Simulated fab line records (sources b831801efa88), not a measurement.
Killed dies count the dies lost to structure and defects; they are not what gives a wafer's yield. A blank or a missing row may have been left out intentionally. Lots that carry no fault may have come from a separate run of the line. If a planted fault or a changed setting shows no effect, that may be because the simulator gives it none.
Comparing a struck lot with a sound one :: flow sky130 :: 43 out of 708 route steps
Sound: these wafers, L774.3, L774.4, L774.5. Struck: wafers L792.2, L792.5 (left out: L792.1, a lot-mate that was not struck); the cause follows at the end.
At each step with rows: each side's tool, then ch and its chambers, then its first start. Under that, the readings that differ: sound wafers :: struck wafers :: difference of the means :: sigmas: that difference in standard deviations of wafers without a fault.
alike: readings whose means differ by less than 2 such deviations, and words and numbers that are the same on both sides. not compared: withheld readings, readings that some wafer has no value for, bounds like >300 that may hide the same value, and numbers for which the record gives no deviation and whose values overlap.
The two part at a step that has a row with sigmas, a row that says differs or no value, or rows on one side only. When numbers do not overlap yet have no deviation, they are printed without sigmas and do not part them. Lack of a reading on every wafer of one side parts them only where that side has two or more wafers.

first, 2 steps without rows for these wafers: SKY_LOCAL_INTERCONNECT_PEB_09; SKY_LOCAL_INTERCONNECT_DEVELOP_10 (develop time 60 s).
SKY_LOCAL_INTERCONNECT_CD_MEAS_11: the cd target is 170 nm.
  sound: cd sem-02 at day 31 19:10; struck: cd sem-02 at day 36 21:39
  alike: cd nm
SKY_LOCAL_INTERCONNECT_OVL_MEAS_12:
  sound: overlay-01 at day 31 19:15; struck: overlay-02 at day 36 21:46
  alike: LOCAL_INTERCONNECT_OVL
SKY_LOCAL_INTERCONNECT_ETCH_13: etches BARC in N2/H2, stops on SiO2, time 45.9 s, target depth 60 nm.
  sound on rie metal-02 ch 0,1, day 31 19:18; struck on rie metal-04 ch 0,1, day 36 21:49
  alike: drypump motor current A, oes product au, throttle valve pct
  not compared: rf hours counter h
then, 1 step without rows for these wafers: SKY_LOCAL_INTERCONNECT_METAL_ETCH_14 (etches TiN in Cl2/BCl3, stops on PSG, target depth 110 nm, time 31.4 s).
SKY_LOCAL_INTERCONNECT_STRIP_15: strips in O2/N2.
  sound on plasma asher-04 ch 0,1, day 31 19:25; struck on plasma asher-01 ch 1, day 36 21:55
  alike: drypump motor current A, oes product au, strip time to endpoint s
  not compared: rf hours counter h
then, 4 steps without rows for these wafers: SKY_LOCAL_INTERCONNECT_STRIP_16 (strips in post etch residue remover, time 1200 s); SKY_LOCAL_INTERCONNECT_CLEAN_17 (cleans in IPA, time 180 s); SKY_LOCAL_INTERCONNECT_CLEAN_18 (cleans in O3/DIW); SKY_CONTACT_CVD_00 (deposits Si3N4, target thk 75 nm).
SKY_CONTACT_THK_MEAS_01:
  sound: film metro-01 at day 31 20:02; struck: film metro-01 at day 36 22:33
  alike: CONTACT_CVD_00_THK
SKY_CONTACT_HDPCVD_02: deposits SiO2, target thk 565 nm, time 94.2 s.
  sound on hdpcvd-01 ch 0,1,2, day 31 20:05; struck on hdpcvd-02 ch 2, day 36 22:37
  alike: pressure mtorr
SKY_CONTACT_THK_MEAS_03:
  sound: film metro-02 at day 31 20:10; struck: film metro-03 at day 36 22:41
  alike: CONTACT_HDPCVD_THK
then, 1 step without rows for these wafers: SKY_CONTACT_CMP_04 (polishes SiO2).
SKY_CONTACT_BOW_MEAS_05:
  sound: film metro-03 at day 31 20:34; struck: film metro-03 at day 36 23:02
  alike: CONTACT_BOW
then, 8 steps without rows for these wafers: SKY_CONTACT_DEHYDRATE_06 (time 60 s); SKY_CONTACT_HMDS_07 (prime time 57.17 s); SKY_CONTACT_COAT_08 (resist thk 60 nm); SKY_CONTACT_COAT_09 (resist thk 450 nm); SKY_CONTACT_SOFTBAKE_10 (time 90 s); SKY_CONTACT_EXPOSE_11 (exposes mask CTM1, target cd 170 nm); SKY_CONTACT_PEB_12; SKY_CONTACT_DEVELOP_13 (develop time 60 s).
SKY_CONTACT_CD_MEAS_14: the cd target is 170 nm.
  sound: cd sem-02 at day 33 00:28; struck: cd sem-02 at day 38 01:17
  alike: cd nm
SKY_CONTACT_OVL_MEAS_15:
  sound: overlay-02 at day 33 00:33; struck: overlay-02 at day 38 01:25
  alike: CONTACT_OVL
then, 2 steps without rows for these wafers: SKY_CONTACT_ETCH_16 (etches BARC in N2/H2, stops on SiO2, time 45.9 s, target depth 60 nm); SKY_CONTACT_ETCH_17 (etches SiO2 in C4F8/O2/Ar, stops on Si3N4, target depth 340 nm).
SKY_CONTACT_ETCH_18: etches Si3N4 in CHF3/O2, stops on TiN, time 39 s, target depth 75 nm.
  sound: rie diel-01 ch 0,3; struck: rie diel-03 ch 1,2
reading: drypump motor current A (A)
sound: 6.2 5.9 5.9
struck: 5.5 5.1
difference: -0.7
sigmas: -2
  alike: oes product au, throttle valve pct
  not compared: rf hours counter h
SKY_CONTACT_STRIP_19: strips in O2/N2.
  sound on plasma asher-04 ch 0,1, day 33 00:44; struck on plasma asher-03 ch 1, day 38 01:35
reading: drypump motor current A (A)
sound: 4.9 5.8 4.9
struck: 6.3 6.4
difference: +1.1
sigmas: +2
  alike: oes product au, strip time to endpoint s
  not compared: rf hours counter h
then, 5 steps without rows for these wafers: SKY_CONTACT_STRIP_20 (strips in post etch residue remover, time 1200 s); SKY_CONTACT_CLEAN_21 (cleans in IPA, time 180 s); SKY_CONTACT_CLEAN_22 (cleans in O3/DIW); SKY_CONTACT_SPUTTER_23 (material TiN, target thk 20 nm, time 80 s); SKY_CONTACT_CVD_24 (deposits W, target thk 340 nm, time 102.12 s).
SKY_CONTACT_RS_MEAS_25: the measuring method here is four-point-probe.
  sound: film metro-03 at day 33 01:33; struck: film metro-02 at day 38 02:20
  alike: CONTACT_W_RS
SKY_CONTACT_THK_MEAS_26: measures by xrf.
  sound: film metro-03 at day 33 01:39; struck: film metro-02 at day 38 02:28
  alike: CONTACT_W_THK
SKY_CONTACT_CMP_27: polishes, stops on SiO2, t overpolish 15 s, target thk 0 nm.
  sound on cmp-01 ch 0,2,3, day 33 01:58; struck on cmp-01 ch 1,2, day 38 02:31
  alike: motor current A, overpolish run s, time to endpoint s
then, 4 steps without rows for these wafers: SKY_METAL1_SPUTTER_00 (material Ti, target thk 15 nm, time 10 s); SKY_METAL1_SPUTTER_01 (material TiN, target thk 20 nm, time 16.92 s); SKY_METAL1_SPUTTER_02 (material AlCu, target thk 250 nm, time 13.3 s); SKY_METAL1_SPUTTER_03 (material Ti, target thk 5 nm, time 3.3 s).
-- the record jumps here: 12 days lie between the struck wafers' starts before and after (it left off in module METAL1 and takes up again in module PAD_OPEN, whose first step shown is number 708 of the route) --
SKY_PAD_OPEN_PROBE_99:
  sound: prober-01 at day 46 17:41; struck: prober-01 at day 50 10:17
reading: hold
sound: - - -
struck: await dispo/2.0h/release await dispo/2.0h/release
difference: no value on the sound wafers
sigmas: 

reading: killed at contacts
sound: 22 20 25
struck: 68 60
difference: +42
sigmas: +8

reading: killed dies
sound: 95 81 88
struck: 136 136
difference: +48
sigmas: +5
  alike: killed_at_M0_to_M3, killed_at_M4_up, killed at front end, killed at other, killed on rim, killed open, killed short

== WHERE THEY PART ==
Earliest at SKY_CONTACT_ETCH_18; latest, in this record, at SKY_PAD_OPEN_PROBE_99.

WHY: whatever the simulator had introduced
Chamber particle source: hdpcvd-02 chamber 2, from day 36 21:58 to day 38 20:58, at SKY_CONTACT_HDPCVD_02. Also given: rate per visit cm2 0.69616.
